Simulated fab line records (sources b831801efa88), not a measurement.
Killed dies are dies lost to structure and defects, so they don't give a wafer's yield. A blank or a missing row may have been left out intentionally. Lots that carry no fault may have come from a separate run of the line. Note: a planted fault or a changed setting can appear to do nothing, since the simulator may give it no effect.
Which tool is to blame?    flow sky130    6 lots with 17 wafers sampled at 3 steps, on a route of 708 steps

## WHAT EACH GAUGE READ, for each wafer
SKY_VT_ADJUST_LVTN_TW_MEAS_10.
lot   measured      on             VT_ADJUST_LVTN_TW
L848  day 7 01:08   film_metro-02  239.4 240.4 239.7
L852  day 8 06:13   film_metro-02  239.5 238.5 239.8
L854  day 8 20:32   film_metro-03  238.9 239.5 239.2
L856  day 9 04:56   film_metro-04  242.3 240.9 241.2
L863  day 12 03:43  film_metro-03  239.9 224.5 241.4 224.7
L868  day 12 20:59  film_metro-03  238.2 240.1 237.6

## WHICH TOOL RAN EACH LOT (tool, then ch and the chambers of the sampled wafers, then the start)
lot   SKY_NWELL_STRIP_14                   SKY_VT_ADJUST_LVTN_IMPLANT_08
L848  plasma_asher-02 ch 0,1, day 4 18:50  implanter-02 ch 0, day 7 00:53
L852  plasma_asher-01 ch 0,1, day 5 21:34  implanter-03 ch 0, day 8 05:59
L854  plasma_asher-02 ch 0,1, day 6 08:28  implanter-02 ch 0, day 8 20:17
L856  plasma_asher-03 ch 0,1, day 6 16:35  implanter-03 ch 0, day 9 04:43
L863  plasma_asher-02 ch 0, day 9 05:44    implanter-02 ch 0, day 12 03:31
L868  plasma_asher-03 ch 0,1, day 9 20:41  implanter-04 ch 0, day 12 20:44
- SKY_NWELL_STRIP_14: strips in O2/N2.
- SKY_VT_ADJUST_LVTN_IMPLANT_08

## THE ANSWER, worked out from the rows above alone
Rule: the lots themselves supply what counts as usual. Put in order of their means at a reading, lots are off if they are a third of the lots or fewer, leave a main group of 4 or more, and stand apart from it by a gap of 3 or more times the standard deviation of the main group's means; of several such gaps the widest counts. A main group whose means are all the same, to the digits that the tables above print for the reading, isn't used. A lot without any number at a reading at which 4 lots or more have one is off too. Any other lot the step has rows for is counted as sound.
Off: L863, at SKY_VT_ADJUST_LVTN_TW_MEAS_10 (VT_ADJUST_LVTN_TW). For the main group the mean is 239.7 and the standard deviation 0.97.
A tool fits if, at a process step before that reading, it ran every lot that is off, and no sound lot after the first of them. Gauges at SKY_VT_ADJUST_LVTN_TW_MEAS_10: tried the same way as those tools. 2 tools fit, plasma_asher-02 at SKY_NWELL_STRIP_14 and implanter-02 at SKY_VT_ADJUST_LVTN_IMPLANT_08, so this cannot tell which one it is.

## WHAT HAD BEEN PUT IN BY THE SIMULATOR
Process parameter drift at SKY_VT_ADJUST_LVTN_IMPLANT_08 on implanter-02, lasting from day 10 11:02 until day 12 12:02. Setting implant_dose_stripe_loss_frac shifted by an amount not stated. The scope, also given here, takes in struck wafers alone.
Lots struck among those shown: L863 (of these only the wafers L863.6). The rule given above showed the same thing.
